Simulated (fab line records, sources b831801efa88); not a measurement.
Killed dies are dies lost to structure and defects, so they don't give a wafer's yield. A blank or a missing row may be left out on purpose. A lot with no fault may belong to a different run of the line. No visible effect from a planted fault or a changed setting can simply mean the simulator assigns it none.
fab line records | flow sky130
record lots=12 wafers=36 last-day=50
route steps=708 shown METAL2@486 VIA3@596 METAL4@598 CAP2M@605
lots untouched by any fault: they come from a run of this same line in which no faults occurred
start-h: hours from the record's opening day to when the first of the lot's shown wafers began | wait-h: time in hours since the lot's previous step | " same as the row above | L1.1+2: one row covering several wafers at once | - no value, or no start given | * or withheld: withheld | < > ~ a bound
route shown NAME@n: a module of which the file shows steps, and the number in the route of the first | usual: mean/standard deviation taken from wafers without a fault | same: alike in all rows | chamber/n: place in a boat | sites: readings site by site | _std_site: their standard deviation | _edge_site: inner sites' mean taken away from outer sites' mean | radius-mm: how far each site lies from the wafer's centre | mask NAME#n: copy n | behind: the most recent tool/chamber to have shaped the wafer | hold: what put the lot on hold/how long, in hours/how the hold closed | device: whichever transistor did not switch (one of n, p or np) | end of line: tests of these same wafers at the route's end | for a step that has no rows: nothing shown but its recipe | killed: not the wafer's yield, but the dies lost to structure and defects at the first sort | map: dies across one wafer; x = killed, . = not, _ = none there
set.NAME: setting as actually run; set.NAME@STEP: the setting as run at that earlier step | model.NAME: the simulator's own value behind a step, which no gauge read
steps of the route over a sample of lots; a table a step, a row a wafer
services: a tool's chamber out of use, with start hour (start-h, from the record's first day; less than 0 if before it), hours out, and reason
## steps
# step SKY_METAL2_SPUTTER_03
# recipe material=Ti target-thk-nm=5 power-w=3000 time-s=3.3 chamber-pressure-pa=0.4
# usual cathode-dc-power-W=3000.0/0.51 chamber-pressure-pa=0.4000/0.00074 throttle-valve-pct=30.0/1
# columns lot.wafer tool chamber start-h wait-h cathode-dc-power-W chamber-pressure-pa throttle-valve-pct
L919.2 pvd-sputter-04 - 778.98 0.0 3000.1 0.4008 28.3
L919.3 " - " " 2999.3 0.4006 29.3
L919.4 " - " " 2999.0 0.4025 29.3
L920.2 pvd-sputter-03 - 795.02 0.0 2999.4 0.4003 30.9
L920.3 " - " " 2999.7 0.4012 30.7
L920.6 " - " " 2999.9 0.4011 30.5
L921.3 pvd-sputter-03 - 804.71 0.0 3000.6 0.4003 30.7
L921.5 " - " " 2999.6 0.4012 30.8
L921.6 " - " " 2999.9 0.3988 31.1
L922.1 pvd-sputter-03 - 818.31 0.0 2998.9 0.3990 30.5
L922.2 " - " " 3000.0 0.4002 29.2
L922.4 " - " " 2999.2 0.3999 31.0
L923.2 pvd-sputter-03 - 825.39 0.0 2999.6 0.4013 30.8
L923.3 " - " " 2998.8 0.4002 31.0
L923.5 " - " " 3000.0 0.3999 28.7
L924.1 pvd-sputter-01 - 829.70 0.0 3000.3 0.4004 29.6
L924.5 " - " " 3000.4 0.3998 28.6
L924.6 " - " " 3001.2 0.4000 29.3
L925.1 pvd-sputter-03 - 835.61 0.0 3000.3 0.3995 30.9
L925.3 " - " " 2999.2 0.4011 28.8
L925.5 " - " " 3000.1 0.3993 31.0
L927.1 pvd-sputter-04 - 852.94 0.0 2999.4 0.3995 29.5
L927.4 " - " " 3000.1 0.4002 29.4
L927.6 " - " " 3001.0 0.3993 28.3
L928.1 pvd-sputter-03 - 864.36 0.0 3000.1 0.4002 28.6
L928.5 " - " " 3000.4 0.4000 31.0
L928.6 " - " " 3000.5 0.3997 29.1
L929.2 pvd-sputter-04 - 869.36 0.0 3000.5 0.3991 29.5
L929.3 " - " " 3000.8 0.4005 28.5
L929.6 " - " " 2999.1 0.4000 29.4
L941.3 pvd-sputter-03 - 958.24 0.0 3000.5 0.4001 30.3
L941.4 " - " " 3000.0 0.3997 28.8
L941.5 " - " " 2999.8 0.4012 30.7
L942.2 pvd-sputter-01 - 963.17 0.0 3000.1 0.3995 28.3
L942.3 " - " " 2999.9 0.3996 29.6
L942.4 " - " " 2999.9 0.3989 30.5
# step SKY_VIA3_THK_MEAS_23
# recipe thk-meas-gauge=xrf reads=W_of_VIA3_CVD_21
# usual VIA3_W_THK=391/6.6
# columns lot.wafer tool chamber start-h wait-h VIA3_W_THK[nm]
L919.2 film-metro-03 - 917.19 0.1 392
L919.3 " - " " 394
L919.4 " - " " 390
L920.2 film-metro-04 - 929.72 0.1 384
L920.3 " - " " 389
L920.6 " - " " 386
L921.3 film-metro-03 - 941.03 0.1 399
L921.5 " - " " 400
L921.6 " - " " 401
L922.1 film-metro-03 - 952.22 0.1 400
L922.2 " - " " 399
L922.4 " - " " 405
L923.2 film-metro-03 - 958.60 0.1 402
L923.3 " - " " 401
L923.5 " - " " 397
L924.1 film-metro-02 - 962.20 0.1 387
L924.5 " - " " 385
L924.6 " - " " 388
L925.1 film-metro-03 - 968.80 0.1 385
L925.3 " - " " 386
L925.5 " - " " 389
L927.1 film-metro-02 - 983.17 0.1 388
L927.4 " - " " 389
L927.6 " - " " 390
L928.1 film-metro-03 - 995.03 0.1 391
L928.5 " - " " 391
L928.6 " - " " 387
L929.2 film-metro-02 - 999.22 0.1 380
L929.3 " - " " 378
L929.6 " - " " 381
L941.3 film-metro-03 - 1078.23 0.1 396
L941.4 " - " " 396
L941.5 " - " " 397
L942.2 film-metro-03 - 1080.93 0.1 384
L942.3 " - " " 381
L942.4 " - " " 381
# step SKY_METAL4_SPUTTER_00
# recipe material=Ti target-thk-nm=15 power-w=3000 time-s=10 chamber-pressure-pa=0.4
# usual cathode-dc-power-W=3000.0/0.56 chamber-pressure-pa=0.4000/0.00087 throttle-valve-pct=29.9/0.81
# columns lot.wafer tool chamber start-h wait-h cathode-dc-power-W chamber-pressure-pa throttle-valve-pct
L919.2 pvd-sputter-01 - 917.54 0.1 3000.2 0.4004 30.4
L919.3 " - " " 3000.6 0.4011 29.7
L919.4 " - " " 2999.5 0.3992 29.2
L920.2 pvd-sputter-01 - 930.07 0.2 3000.0 0.3994 29.2
L920.3 " - " " 2999.3 0.4004 30.2
L920.6 " - " " 3000.9 0.4007 29.7
L921.3 pvd-sputter-01 - 941.37 0.2 3000.1 0.4002 28.7
L921.5 " - " " 2999.6 0.3999 29.6
L921.6 " - " " 3000.0 0.3994 28.3
L922.1 pvd-sputter-03 - 952.58 0.2 3000.6 0.4001 30.4
L922.2 " - " " 2999.1 0.3996 30.9
L922.4 " - " " 2999.4 0.3999 28.9
L923.2 pvd-sputter-02 - 958.95 0.2 3000.3 0.3990 30.6
L923.3 " - " " 2999.8 0.4009 30.8
L923.5 " - " " 3000.0 0.4001 28.9
L924.1 pvd-sputter-02 - 962.56 0.2 3000.7 0.4006 30.7
L924.5 " - " " 3000.9 0.3994 29.8
L924.6 " - " " 3000.0 0.4004 30.8
L925.1 pvd-sputter-03 - 969.16 0.1 2999.8 0.3998 30.9
L925.3 " - " " 3000.7 0.4014 28.6
L925.5 " - " " 2999.9 0.3992 30.6
L927.1 pvd-sputter-03 - 983.53 0.1 2999.8 0.4007 28.9
L927.4 " - " " 2998.8 0.4019 30.7
L927.6 " - " " 3000.0 0.4009 30.7
L928.1 pvd-sputter-02 - 995.39 0.2 3000.1 0.3990 28.9
L928.5 " - " " 2998.9 0.3993 29.6
L928.6 " - " " 2999.5 0.4009 30.7
L929.2 pvd-sputter-02 - 999.57 0.2 3000.3 0.4004 29.1
L929.3 " - " " 2999.9 0.4007 30.7
L929.6 " - " " 2999.9 0.3999 29.2
L941.3 pvd-sputter-02 - 1078.57 0.2 3000.1 0.3992 29.7
L941.4 " - " " 3000.6 0.3986 30.6
L941.5 " - " " 3001.2 0.4013 29.0
L942.2 pvd-sputter-01 - 1081.28 0.2 2999.7 0.3988 29.5
L942.3 " - " " 3000.0 0.4013 29.3
L942.4 " - " " 2999.8 0.4006 28.5
# step SKY_CAP2M_SPUTTER_02
# recipe material=TiN target-thk-nm=200 temp-c=300 power-w=6500 time-s=166.7 chamber-pressure-pa=0.4
# usual cathode-dc-power-W=6499.8/1.2 chamber-pressure-pa=0.4001/0.0009 throttle-valve-pct=30.2/1.1
# columns lot.wafer tool chamber start-h wait-h cathode-dc-power-W chamber-pressure-pa throttle-valve-pct
L919.2 pvd-sputter-04 - 917.77 0.0 6498.9 0.4010 29.6
L919.3 " - " " 6500.1 0.3991 28.1
L919.4 " - " " 6501.1 0.3998 32.2
L920.2 pvd-sputter-03 - 930.31 0.0 6497.8 0.4006 31.1
L920.3 " - " " 6502.4 0.4012 28.9
L920.6 " - " " 6499.4 0.3992 30.7
L921.3 pvd-sputter-03 - 941.60 0.0 6499.8 0.3997 30.6
L921.5 " - " " 6500.2 0.4005 30.6
L921.6 " - " " 6499.3 0.3992 31.1
L922.1 pvd-sputter-04 - 952.81 0.1 6500.4 0.4010 28.3
L922.2 " - " " 6501.0 0.3984 29.6
L922.4 " - " " 6498.3 0.4010 32.0
L923.2 pvd-sputter-04 - 959.19 0.0 6499.2 0.3997 29.4
L923.3 " - " " 6497.6 0.4000 32.1
L923.5 " - " " 6498.6 0.4002 29.6
L924.1 pvd-sputter-04 - 962.80 0.1 6499.5 0.4021 29.6
L924.5 " - " " 6501.7 0.4001 28.4
L924.6 " - " " 6501.7 0.4014 32.1
L925.1 pvd-sputter-04 - 969.40 0.1 6500.0 0.3993 28.3
L925.3 " - " " 6502.4 0.3992 29.4
L925.5 " - " " 6500.9 0.3998 29.6
L927.1 pvd-sputter-02 - 983.76 0.1 6499.2 0.4003 30.5
L927.4 " - " " 6499.2 0.3993 31.1
L927.6 " - " " 6499.4 0.3993 29.5
L928.1 pvd-sputter-03 - 995.63 0.1 6501.2 0.4004 29.1
L928.5 " - " " 6500.4 0.4014 29.0
L928.6 " - " " 6499.9 0.3992 31.0
L929.2 pvd-sputter-04 - 999.81 0.0 6500.9 0.4012 29.6
L929.3 " - " " 6500.5 0.3993 28.5
L929.6 " - " " 6499.4 0.4033 29.5
L941.3 pvd-sputter-03 - 1078.81 0.0 6498.2 0.4552 27.2
L941.4 " - " " 6499.2 0.4553 28.9
L941.5 " - " " 6501.2 0.4553 28.7
L942.2 pvd-sputter-03 - 1081.51 0.0 6501.0 0.4550 28.9
L942.3 " - " " 6501.2 0.4545 28.8
L942.4 " - " " 6499.9 0.4524 27.1
## services
# columns tool chamber start-h hours kind
pvd-sputter-03 - 782.97 2.6 repair
pvd-sputter-04 - 803.60 1.3 repair
pvd-sputter-04 - 822.14 5.7 repair
pvd-sputter-01 - 900.60 3.3 repair
pvd-sputter-02 - 937.96 15.0 repair
pvd-sputter-03 - 987.66 2.1 repair
pvd-sputter-01 - 1051.26 1.4 repair
pvd-sputter-03 - 1060.25 1.5 repair
pvd-sputter-01 - 1065.12 0.6 repair
## key
first-sign step=SKY_CAP2M_SPUTTER_02 reading=chamber-pressure-pa direction=up sigmas=61 usual=0.4001 struck=0.4546
effect step=SKY_CAP2M_SPUTTER_02 reading=throttle-valve-pct direction=down sigmas=1.7 usual=30.2 struck=28.3
met-at SKY_CAP2M_SPUTTER_02
struck-lots L941,L942
not-acting-at SKY_METAL2_SPUTTER_03,SKY_VIA3_THK_MEAS_23,SKY_METAL4_SPUTTER_00
onset-between 995.63 1078.81
fault kind=process-parameter-drift tool=pvd-sputter-03 chamber=- onset-h=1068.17 steps=SKY_CAP2M_SPUTTER_02 channel=chamber-pressure-pa offset=0.054374 shape=step end-h=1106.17 acts-in=these-recipes-only stated=0.4
